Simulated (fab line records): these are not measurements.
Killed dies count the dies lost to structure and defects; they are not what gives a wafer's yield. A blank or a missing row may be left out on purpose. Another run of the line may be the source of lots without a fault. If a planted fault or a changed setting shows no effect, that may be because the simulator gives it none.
Chamber matching :: flow sky130 :: rie_si-02 running SKY_FIELD_ISO_ETCH_17: 4 sister chambers
The step etches Si in HBr/Cl2/O2, target depth 342 nm, time 97.7 s. 16 wafers are shown with their chamber, then 8 later ones without.

WAFERS WITH THEIR CHAMBER
wafer: L322.1
chamber: 1
drypump_motor_current_A (A): 4.9
oes_product_au (a.u.): 0.988
throttle_valve_pct (%): 25.667

wafer: L322.4
chamber: 3
drypump_motor_current_A (A): 6.3
oes_product_au (a.u.): 0.971
throttle_valve_pct (%): 25.691

wafer: L322.6
chamber: 0
drypump_motor_current_A (A): 6.2
oes_product_au (a.u.): 0.986
throttle_valve_pct (%): 25.649

wafer: L323.3
chamber: 2
drypump_motor_current_A (A): 4.8
oes_product_au (a.u.): 1.003
throttle_valve_pct (%): 25.645

wafer: L323.4
chamber: 0
drypump_motor_current_A (A): 6.2
oes_product_au (a.u.): 0.986
throttle_valve_pct (%): 25.663

wafer: L323.5
chamber: 1
drypump_motor_current_A (A): 4.9
oes_product_au (a.u.): 0.997
throttle_valve_pct (%): 25.672

wafer: L325.1
chamber: 2
drypump_motor_current_A (A): 4.8
oes_product_au (a.u.): 1.007
throttle_valve_pct (%): 25.663

wafer: L325.2
chamber: 1
drypump_motor_current_A (A): 4.9
oes_product_au (a.u.): 0.982
throttle_valve_pct (%): 25.663

wafer: L325.6
chamber: 3
drypump_motor_current_A (A): 6.3
oes_product_au (a.u.): 0.977
throttle_valve_pct (%): 25.691

wafer: L327.2
chamber: 2
drypump_motor_current_A (A): 4.8
oes_product_au (a.u.): 1.017
throttle_valve_pct (%): 25.640

wafer: L327.3
chamber: 3
drypump_motor_current_A (A): 6.2
oes_product_au (a.u.): 0.988
throttle_valve_pct (%): 25.662

wafer: L327.5
chamber: 0
drypump_motor_current_A (A): 6.2
oes_product_au (a.u.): 1.001
throttle_valve_pct (%): 25.645

wafer: L335.1
chamber: 2
drypump_motor_current_A (A): 4.8
oes_product_au (a.u.): 1.001
throttle_valve_pct (%): 25.656

wafer: L335.3
chamber: 3
drypump_motor_current_A (A): 6.2
oes_product_au (a.u.): 0.965
throttle_valve_pct (%): 25.673

wafer: L335.5
chamber: 3
drypump_motor_current_A (A): 6.3
oes_product_au (a.u.): 0.972
throttle_valve_pct (%): 25.664

wafer: L338.2
chamber: 1
drypump_motor_current_A (A): 4.9
oes_product_au (a.u.): 0.985
throttle_valve_pct (%): 25.655

SIGNATURES, as means of the wafers listed above
reading: drypump_motor_current_A
chamber 0: 6.200
chamber 1: 4.900
chamber 2: 4.800
chamber 3: 6.260
scatter within a chamber: 0.0316

reading: oes_product_au
chamber 0: 0.99100
chamber 1: 0.98800
chamber 2: 1.00700
chamber 3: 0.97460
scatter within a chamber: 0.00777

reading: throttle_valve_pct
chamber 0: 25.65233
chamber 1: 25.66425
chamber 2: 25.65100
chamber 3: 25.67620
scatter within a chamber: 0.011
Rule: for a wafer and a chamber, the distance is found by dividing, reading by reading, the gap between the wafer's reading and the chamber's mean by the reading's scatter, squaring, summing and taking the root. If the next closest chamber is less than 2 further off than the closest, the wafer can't be placed; otherwise it belongs to the closest. The scatter is the square root of a quotient: the sum, over the shown wafers, of each reading's squared deviation from its chamber's mean, divided by wafers minus chambers.

WAFERS WHOSE CHAMBER IS MISSING
wafer: L338.5
drypump_motor_current_A (A): 4.9
oes_product_au (a.u.): 0.985
throttle_valve_pct (%): 25.674

wafer: L338.6
drypump_motor_current_A (A): 4.8
oes_product_au (a.u.): 0.998
throttle_valve_pct (%): 25.664

wafer: L340.2
drypump_motor_current_A (A): 4.8
oes_product_au (a.u.): 0.999
throttle_valve_pct (%): 25.654

wafer: L340.5
drypump_motor_current_A (A): 4.8
oes_product_au (a.u.): 1.010
throttle_valve_pct (%): 25.655

wafer: L340.6
drypump_motor_current_A (A): 4.9
oes_product_au (a.u.): 0.977
throttle_valve_pct (%): 25.669

wafer: L343.1
drypump_motor_current_A (A): 6.2
oes_product_au (a.u.): 0.999
throttle_valve_pct (%): 25.647

wafer: L343.3
drypump_motor_current_A (A): 4.9
oes_product_au (a.u.): 0.992
throttle_valve_pct (%): 25.670

wafer: L343.5
drypump_motor_current_A (A): 4.8
oes_product_au (a.u.): 1.012
throttle_valve_pct (%): 25.646

EACH ONE'S CHAMBER
wafer: L338.5
from the rows above: 1
in truth: 1

wafer: L338.6
from the rows above: can't be placed: 2 or 1
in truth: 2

wafer: L340.2
from the rows above: 2
in truth: 2

wafer: L340.5
from the rows above: 2
in truth: 2

wafer: L340.6
from the rows above: 1
in truth: 1

wafer: L343.1
from the rows above: 0
in truth: 0

wafer: L343.3
from the rows above: 1
in truth: 1

wafer: L343.5
from the rows above: 2
in truth: 2
Correct placement for 7 of the 8. From these rows, 1 cannot be placed; in 1 the true chamber is one of the candidates. 0 placed wrongly.
